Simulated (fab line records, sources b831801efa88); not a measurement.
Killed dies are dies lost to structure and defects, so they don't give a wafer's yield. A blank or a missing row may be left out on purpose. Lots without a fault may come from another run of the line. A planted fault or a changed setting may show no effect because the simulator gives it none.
Which tool did it? | flow gf180mcu | 24 lots, 72 wafers sampled, at 2 steps of a route of 602

WHAT THE GAUGES READ, wafer by wafer
GF_V2_THK_MEAS_25: measures by xrf.
lot  | measured     | on            | V2_W_THK (nm)
L074 | day 20 06:32 | film_metro-03 | 347 350 354
L075 | day 20 13:37 | film_metro-04 | 351 354 356
L076 | day 21 02:13 | film_metro-04 | 346 346 346
L077 | day 21 14:52 | film_metro-03 | 348 345 352
L078 | day 21 21:26 | film_metro-04 | 345 345 349
L079 | day 22 08:29 | film_metro-01 | 350 350 352
L080 | day 22 19:20 | film_metro-04 | 351 351 349
L081 | day 23 06:20 | film_metro-01 | 348 351 358
L082 | day 23 13:06 | film_metro-04 | 353 355 348
L083 | day 23 19:18 | film_metro-03 | 351 352 351
L084 | day 24 06:17 | film_metro-04 | 350 345 350
L085 | day 24 07:49 | film_metro-04 | 348 344 352
L086 | day 25 02:25 | film_metro-03 | 345 354 349
L087 | day 25 03:40 | film_metro-01 | 357 357 359
L088 | day 25 11:28 | film_metro-04 | 345 353 352
L089 | day 25 17:11 | film_metro-01 | 363 359 361
L090 | day 26 03:13 | film_metro-01 | 353 358 354
L091 | day 26 07:26 | film_metro-03 | 357 357 354
L092 | day 26 15:42 | film_metro-04 | 346 347 344
L093 | day 26 21:29 | film_metro-04 | 351 351 349
L094 | day 27 06:42 | film_metro-01 | 355 356 355
L095 | day 27 10:26 | film_metro-03 | 347 348 346
L096 | day 27 17:28 | film_metro-03 | 355 343 349
L097 | day 27 23:33 | film_metro-01 | 358 363 358

WHICH TOOL RAN EACH LOT (tool, then ch and the chambers of the sampled wafers, then the start)
lot  | GF_V1_CVD_23
L074 | cvd_w-01 ch 0,1, day 18 02:17
L075 | cvd_w-01 ch 0,1, day 18 10:16
L076 | cvd_w-01 ch 0,1, day 18 22:47
L077 | cvd_w-01 ch 0,1, day 19 10:38
L078 | cvd_w-01 ch 0,1, day 19 17:46
L079 | cvd_w-01 ch 0,1, day 20 05:26
L080 | cvd_w-02 ch 0,1, day 20 16:08
L081 | cvd_w-02 ch 0,1, day 21 03:16
L082 | cvd_w-01 ch 1, day 21 10:26
L083 | cvd_w-02 ch 0,1, day 21 18:06
L084 | cvd_w-02 ch 0,1, day 22 04:28
L085 | cvd_w-02 ch 0,1, day 22 07:18
L086 | cvd_w-01 ch 0,1, day 23 02:12
L087 | cvd_w-02 ch 0,1, day 23 04:15
L088 | cvd_w-01 ch 0,1, day 23 12:26
L089 | cvd_w-01 ch 0,1, day 23 18:39
L090 | cvd_w-01 ch 0,1, day 24 04:32
L091 | cvd_w-01 ch 0, day 24 09:25
L092 | cvd_w-02 ch 0,1, day 24 16:59
L093 | cvd_w-01 ch 0, day 24 23:16
L094 | cvd_w-02 ch 0, day 25 09:10
L095 | cvd_w-02 ch 0,1, day 25 14:19
L096 | cvd_w-02 ch 0,1, day 25 20:22
L097 | cvd_w-02 ch 0,1, day 26 02:37
- GF_V1_CVD_23: deposits W, target thk 350 nm, time 105.05 s.

WHAT THE TOOLS THEMSELVES READ (means of the sampled wafers that have a number; where no wafer has one, the mark that the record gives instead)
GF_V1_CVD_23.
lot  | tool     | heater_power_w (W)
L074 | cvd_w-01 | 767
L075 | cvd_w-01 | 821
L076 | cvd_w-01 | 766
L077 | cvd_w-01 | 781
L078 | cvd_w-01 | 786
L079 | cvd_w-01 | 781
L080 | cvd_w-02 | 863
L081 | cvd_w-02 | 864
L082 | cvd_w-01 | 747
L083 | cvd_w-02 | 850
L084 | cvd_w-02 | 861
L085 | cvd_w-02 | 868
L086 | cvd_w-01 | 783
L087 | cvd_w-02 | 862
L088 | cvd_w-01 | 824
L089 | cvd_w-01 | 812
L090 | cvd_w-01 | 813
L091 | cvd_w-01 | 868
L092 | cvd_w-02 | 864
L093 | cvd_w-01 | 834
L094 | cvd_w-02 | 824
L095 | cvd_w-02 | 875
L096 | cvd_w-02 | 870
L097 | cvd_w-02 | 860

THE ANSWER, worked out from the rows above alone
Rule: what is usual is taken from the lots themselves. Put in order of their means at a reading, lots are off if they are a third of the lots or fewer, leave a main group of 4 or more, and stand apart from it by a gap of 3 or more times the standard deviation of the main group's means; of several such gaps the widest counts. A main group whose means are all the same, to the digits that the tables above print for the reading, isn't used. A lot without any number at a reading at which 4 lots or more have one is off too. The other lots that the step has rows for count as sound. The gauges are gone through in route order, then the tools' own readings, and for those a lot's mean is taken as printed above. The first step at which some lot is off is used, and at that step the reading that is off furthest; a lot without a number counts as furthest.
No lot is off at any reading shown: from this, nothing can be told.

WHAT THE SIMULATOR HAD PUT IN
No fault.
